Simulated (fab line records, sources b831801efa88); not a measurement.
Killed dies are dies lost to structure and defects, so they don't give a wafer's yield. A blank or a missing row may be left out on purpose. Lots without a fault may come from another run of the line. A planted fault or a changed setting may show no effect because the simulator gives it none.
One fault seen from 2 desks | flow sky130 | each desk has only its own numbers; what lay behind them comes last

THE METROLOGY DESK
What the gauges read, lot by lot, whatever tool the lot ran on: means of the sampled wafers that have a number. A lot is out of limits, marked OUT, if its mean lies more than 4 standard deviations from the usual mean; the brackets give that distance.
Columns: A = FIELD_ISO_OXIDATION_00_THK at SKY_FIELD_ISO_THK_MEAS_02, usual 12.12 nm; B = POLY_CUT_OVL at SKY_POLY_CUT_OVL_MEAS_09, usual 0 nm; C = CAP2M_TIN_RS at SKY_CAP2M_RS_MEAS_03, usual 6.91 ohm/sq; D = CAP2M_TIN_THK at SKY_CAP2M_THK_MEAS_04, usual 201.5 nm
lot  | first seen here | A     | B  | C              | D
L540 | day 1 17:47     | 12.20 | 0  | 7.05           | 198.3
L541 | day 1 17:47     | 12.06 | 1  | 6.89           | 203.3
L544 | day 2 14:37     | 12.14 | 2  | 4.81 (-30) OUT | 287.3 (+32) OUT
L548 | day 3 09:55     | 12.20 | -3 | 6.99           | 197.3
L553 | day 4 05:32     | 11.98 | -2 | 6.88           | 202.6
L554 | day 4 16:40     | 12.10 | 3  | 6.97           | 199.5
L559 | day 5 10:38     | 11.95 | -1 | 6.89           | 204.6
L560 | day 5 15:38     | 12.29 | 1  | 6.84           | 206.3
L561 | day 5 20:38     | 12.14 | -3 | 6.87           | 201.6
L562 | day 6 02:35     | 12.26 | -1 | 6.93           | 199.9
L563 | day 6 06:57     | 12.29 | 3  | 6.79           | 205.3
This desk's finding: out of limits on L544; first on L544, day 42 05:31 (CAP2M_TIN_RS at SKY_CAP2M_RS_MEAS_03). In limits: L540, L541, L548, L553, L554, L559, L560, L561, L562, L563.

THE TOOL OWNER'S DESK: pvd_sputter-02
The tool's own readings at SKY_CAP2M_SPUTTER_02 (material TiN, target thk 200 nm, time 166.7 s): means of the sampled wafers that have a number, for each lot that ran on this tool. A lot is out of limits, marked OUT, if its mean lies more than 4 standard deviations from the usual mean; the brackets give that distance.
Columns: A = throttle_valve_pct at SKY_CAP2M_SPUTTER_02, usual 30.5 %
lot  | first seen here | A
L540 | day 40 18:24    | 30.5
L541 | day 40 19:57    | 31.1
L544 | day 42 05:21    | 29.9
L561 | day 45 18:13    | 30.4
L562 | day 45 22:13    | 30.1
This desk's finding: nothing out of limits on any of the 5 lots.

PUT TOGETHER
The metrology desk could have raised an alarm at day 42 05:31, on L544.
The tool owner's desk saw nothing out of limits.
The tool owner's desk has L544 on record, within its limits.
Of the lots named, all ran SKY_CAP2M_SPUTTER_02 on pvd_sputter-02.

WHAT THE SIMULATOR HAD PUT IN
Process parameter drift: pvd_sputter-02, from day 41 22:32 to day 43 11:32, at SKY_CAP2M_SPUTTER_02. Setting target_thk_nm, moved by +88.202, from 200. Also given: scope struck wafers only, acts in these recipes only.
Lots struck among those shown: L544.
Hours from the fault's start to each desk's first reading out of limits: the metrology desk, 7.
